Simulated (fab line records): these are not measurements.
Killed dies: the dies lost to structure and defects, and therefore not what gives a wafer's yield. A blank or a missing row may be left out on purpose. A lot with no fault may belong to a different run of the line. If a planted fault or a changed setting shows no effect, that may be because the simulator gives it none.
The same fault as seen by 2 desks ; flow sky130 ; numbers are kept per desk, each desk with only its own; the story behind them comes last

## THE TOOL OWNER'S DESK: implanter-02
SKY_SONOS_TUNNEL_IMPLANT_09, tool's own readings: per-lot mean of the sampled wafers with a number, covering each lot this tool ran. If a lot's mean is further than 4 standard deviations from the usual mean, the lot is out of limits and carries the mark OUT (the distance appears in the brackets).
Columns: A = beamEnergyKeV at SKY_SONOS_TUNNEL_IMPLANT_09, usual 20.138; B = doseIonsCm2 at SKY_SONOS_TUNNEL_IMPLANT_09, usual 1.0001e+12; C = faradayCurrentUA at SKY_SONOS_TUNNEL_IMPLANT_09, usual 5.63
lot;first seen here;A;B;C
L889;day 12 22:49;20.137;9.9997e+11;5.69
L890;day 13 01:51;20.144;1.0003e+12;5.66
L892;day 13 19:11;20.134;1.0000e+12;5.74
L893;day 14 03:01;20.141;1.0000e+12;5.74
L903;day 17 14:50;20.131;9.9033e+10 (-99 or more) OUT;0.57 (-51) OUT
L906;day 18 12:17;20.136;9.9567e+10 (-99 or more) OUT;0.57 (-51) OUT
This desk finds L903, L906 out of limits, L903 being first, at day 17 14:50 (doseIonsCm2 at SKY_SONOS_TUNNEL_IMPLANT_09). In limits: L889, L890, L892, L893.

## THE METROLOGY DESK
What the gauges read, lot by lot, whatever tool the lot ran on: means of the sampled wafers that have a number. If a lot's mean is further than 4 standard deviations from the usual mean, the lot is out of limits and carries the mark OUT (the distance appears in the brackets).
Columns: A = cdNm at SKY_VT_ADJUST_HVTR_CD_MEAS_07, usual 380 nm; B = VT_ADJUST_HVTR_OVL at SKY_VT_ADJUST_HVTR_OVL_MEAS_08, usual 1.1 nm; C = SONOS_TUNNEL_TW at SKY_SONOS_TUNNEL_TW_MEAS_12, usual 197.0
lot;first seen here;A;B;C
L886;day 9 13:56;376;0.5;197.6
L889;day 10 20:50;383;-0.4;194.9
L890;day 10 23:23;384;1.8;196.7
L891;day 11 09:29;380;3.0;199.8
L892;day 11 15:56;380;3.0;194.8
L893;day 11 22:20;383;1.3;199.4
L895;day 12 19:14;378;1.7;195.8
L896;day 13 09:34;384;3.5;194.7
L903;day 15 06:55;376;-0.1;110.5 (-43) OUT
L904;day 15 14:35;382;-1.0;194.8
L906;day 16 02:37;379;1.9;109.7 (-44) OUT
L907;day 16 13:08;379;-0.2;195.0
Finding of this desk: L903, L906 out of limits, first seen on L903 at day 17 15:20 (SONOS_TUNNEL_TW at SKY_SONOS_TUNNEL_TW_MEAS_12). In limits: L886, L889, L890, L891, L892, L893, L895, L896, L904, L907.

## BROUGHT TOGETHER
The tool owner's desk had the chance to raise an alarm at day 17 14:50 on L903, L906.
On L903, L906, the metrology desk was in a position to raise an alarm at day 17 15:20.
All the named lots went through SKY_SONOS_TUNNEL_IMPLANT_09 on implanter-02.

## WHAT WAS PUT IN BY THE SIMULATOR
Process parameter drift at SKY_SONOS_TUNNEL_IMPLANT_09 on implanter-02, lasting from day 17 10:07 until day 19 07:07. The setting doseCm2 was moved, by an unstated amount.
Struck lots among those shown: L903, L906.
Delay (hours) between the fault's onset and each desk's first out-of-limits reading: 5 at the tool owner's desk, 5 at the metrology desk.
